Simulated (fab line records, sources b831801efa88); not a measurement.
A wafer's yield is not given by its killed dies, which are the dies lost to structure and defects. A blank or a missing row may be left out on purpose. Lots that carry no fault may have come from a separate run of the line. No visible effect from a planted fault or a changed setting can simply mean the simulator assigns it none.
Matching of chambers | flow gf180mcu | wetBench-01 running GF_M1_STRIP_18: 4 sister chambers
The step strips in post etch residue remover, time 1200 s. 8 wafers are shown with their chamber, then 7 later ones without.

== WAFERS, EACH WITH ITS CHAMBER ==
wafer  | chamber | bathHeatDutyPct (%) | bathGuardTempC (C)
L539.5 | 1       | 13.8                | 73.4
L539.6 | 1       | 14.2                | 73.6
L540.4 | 0       | 15.6                | 73.2
L540.6 | 0       | 16.5                | 73.6
L544.4 | 2       | 16.4                | 73.4
L544.6 | 2       | 15.1                | 73.5
L555.1 | 3       | 13.4                | 73.5
L555.4 | 3       | 14.4                | 72.8

== WAFERS WITH NO CHAMBER GIVEN ==
wafer  | bathHeatDutyPct (%) | bathGuardTempC (C)
L555.6 | 13.9                | 73.4
L560.2 | 14.1                | 73.3
L560.5 | 15.3                | 72.9
L560.6 | 14.0                | 73.1
L561.3 | 17.8                | 73.6
L561.4 | 16.5                | 73.8
L561.6 | 17.9                | 73.2

== WHICH CHAMBER EACH WENT THROUGH ==
wafer  | from the rows above               | in truth
L555.6 | can't be placed: 1 or 3           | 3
L560.2 | can't be placed: 3 or 1 or 2      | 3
L560.5 | can't be placed: 2 or 0 or 3 or 1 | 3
L560.6 | can't be placed: 3 or 1           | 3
L561.3 | can't be placed: 0 or 2           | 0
L561.4 | can't be placed: 0 or 2           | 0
L561.6 | can't be placed: 0 or 2           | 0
Correct placement for 0 of the 7. These rows do not allow placing 7 (true chamber among the candidates in 7). 0 placed wrongly.
How it was worked out, from the rows above alone: a wafer's distance from a chamber is the root of the sum, over the readings, of the square of ((its reading less the chamber's mean) divided by the reading's scatter). The wafer belongs to the nearest chamber; if the next one is less than 2 further off, it can't be placed. The mean given for a chamber averages the wafers shown for that chamber. The scatter is the square root of a quotient: the sum, over the shown wafers, of each reading's squared deviation from its chamber's mean, divided by wafers minus chambers.
